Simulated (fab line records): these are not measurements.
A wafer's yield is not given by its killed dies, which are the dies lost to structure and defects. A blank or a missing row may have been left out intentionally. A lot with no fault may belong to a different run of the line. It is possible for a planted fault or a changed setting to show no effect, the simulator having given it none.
The tool behind it: which one? | flow sfq line | 43 wafers from 15 lots sampled at 2 of the route's 325 steps

## WHAT EACH GAUGE READ, for each wafer
Not one reading of a measure or inspect step in the record can be checked against a usual standard deviation.

## TOOL THAT RAN EACH LOT (tool first, then ch and the chambers of the sampled wafers, then the start)
lot  | SFQ_TRILAYER_A5C_DEP_PECVD_142  | SFQ_TRILAYER_C5_ETCH_VIA_ETCH_154
L818 | pecvd-02 ch 1,2, day 65 01:00   | rie diel-01 ch 1,2, day 69 16:46
L819 | pecvd-03 ch 1,2, day 65 02:19   | rie diel-02 ch 2,3, day 69 19:10
L821 | pecvd-01 ch 0,2, day 70 08:50   | rie diel-02 ch 1,3, day 70 14:41
L822 | pecvd-03 ch 0,2, day 70 13:22   | rie diel-02 ch 1,3, day 70 19:27
L823 | pecvd-03 ch 0,1,2, day 71 05:56 | rie diel-01 ch 0,1,3, day 71 11:31
L824 | pecvd-02 ch 0,1,2, day 71 14:54 | rie diel-03 ch 0,2,3, day 71 20:35
L825 | pecvd-02 ch 0,1,2, day 73 09:43 | rie diel-03 ch 0,3, day 73 22:04
L826 | pecvd-01 ch 1,2, day 73 14:32   | rie diel-03 ch 0,2,3, day 74 00:28
L827 | pecvd-02 ch 0,1, day 73 16:55   | rie diel-03 ch 0,1,2, day 74 07:40
L828 | pecvd-02 ch 0,1,2, day 74 02:31 | rie diel-03 ch 0,1,2, day 75 06:44
L829 | pecvd-03 ch 0,1,2, day 74 06:08 | rie diel-02 ch 1,2,3, day 75 07:56
L830 | pecvd-03 ch 0,1, day 74 19:37   | rie diel-02 ch 2,3, day 78 11:52
L831 | pecvd-03 ch 0,1,2, day 75 02:47 | rie diel-03 ch 0,1,2, day 78 21:29
L832 | pecvd-03 ch 0,2, day 75 10:11   | rie diel-03 ch 0,2, day 79 12:01
L835 | pecvd-03 ch 1,2, day 75 22:40   | rie diel-03 ch 1,3, day 80 02:23
- SFQ_TRILAYER_A5C_DEP_PECVD_142: deposits SiO2 from SiH4/N2O, time 15.556 s, target thk 70 nm.
- SFQ_TRILAYER_C5_ETCH_VIA_ETCH_154: etches SiO2 in CHF3, stops on Nb, target depth 84 nm.

## WHAT THE TOOLS THEMSELVES READ (means of the sampled wafers that have a number; where no wafer has one, the mark that the record gives instead)
SFQ_TRILAYER_A5C_DEP_PECVD_142. Usual: heater power w 90 W, standard deviation 14; throttle valve pct 25.1 %, standard deviation 2.
lot  | tool     | heater power w (W) | throttle valve pct (%) | flag
L818 | pecvd-02 | 106                | 28.0                   |
L819 | pecvd-03 | 76                 | 23.3                   |
L821 | pecvd-01 | 92                 | 25.8                   |
L822 | pecvd-03 | 94                 | 25.0                   |
L823 | pecvd-03 | 82                 | 24.3                   |
L824 | pecvd-02 | 95                 | 26.7                   |
L825 | pecvd-02 | 94                 | 26.9                   |
L826 | pecvd-01 | 102                | 23.3                   |
L827 | pecvd-02 | 86                 | 25.2                   |
L828 | pecvd-02 | 96                 | 26.7                   |
L829 | pecvd-03 | 87                 | 24.6                   |
L830 | pecvd-03 | 92                 | 25.0                   |
L831 | pecvd-03 | 84                 | 24.7                   |
L832 | pecvd-03 | 90                 | 24.9                   |
L835 | pecvd-03 | 78                 | 23.8                   |

SFQ_TRILAYER_C5_ETCH_VIA_ETCH_154. Usual: drypump motor current A 5.4 A, standard deviation 0.38; oes product au 0.896 a.u., standard deviation 0.0077.
lot  | tool        | drypump motor current A (A) | oes product au (a.u.) | flag
L818 | rie diel-01 | 5.7                         | 0.906                 |
L819 | rie diel-02 | 5.0                         | 0.892                 |
L821 | rie diel-02 | 4.9                         | 0.890                 |
L822 | rie diel-02 | 4.9                         | 0.898                 |
L823 | rie diel-01 | 5.5                         | 0.896                 |
L824 | rie diel-03 | 5.5                         | 0.894                 |
L825 | rie diel-03 | 5.5                         | 0.892                 |
L826 | rie diel-03 | 5.5                         | 0.903                 |
L827 | rie diel-03 | 5.6                         | 0.892                 |
L828 | rie diel-03 | 5.6                         | 0.890                 |
L829 | rie diel-02 | 4.9                         | 0.895                 |
L830 | rie diel-02 | 5.0                         | 0.893                 |
L831 | rie diel-03 | 5.6                         | 0.826                 | OFF
L832 | rie diel-03 | 5.7                         | 0.803                 | OFF
L835 | rie diel-03 | 5.4                         | 0.784                 | OFF

## THE ANSWER, worked out from the rows above alone
Rule: a lot counts as off when the mean over its wafers that have a number is more than 3 standard deviations away from the usual mean. A lot without any number at a reading at which 4 lots or more have one is off too. The other lots that the step has rows for count as sound. The gauges are gone through in route order, then the tools' own readings, and for those a lot's mean is taken as printed above. At the first step where some lot is off, the reading lying furthest off is the one used; lots without a number count as furthest.
Off: L831, L832, L835, at SFQ_TRILAYER_C5_ETCH_VIA_ETCH_154 (oes product au).
If a tool, at that step or one of the process steps before it, ran each lot that is off and ran no sound lot following the first of them, it fits. 2 tools fit, pecvd-03 at SFQ_TRILAYER_A5C_DEP_PECVD_142 and rie diel-03 at SFQ_TRILAYER_C5_ETCH_VIA_ETCH_154, so this cannot tell which one it is.

## WHAT WAS PUT IN BY THE SIMULATOR
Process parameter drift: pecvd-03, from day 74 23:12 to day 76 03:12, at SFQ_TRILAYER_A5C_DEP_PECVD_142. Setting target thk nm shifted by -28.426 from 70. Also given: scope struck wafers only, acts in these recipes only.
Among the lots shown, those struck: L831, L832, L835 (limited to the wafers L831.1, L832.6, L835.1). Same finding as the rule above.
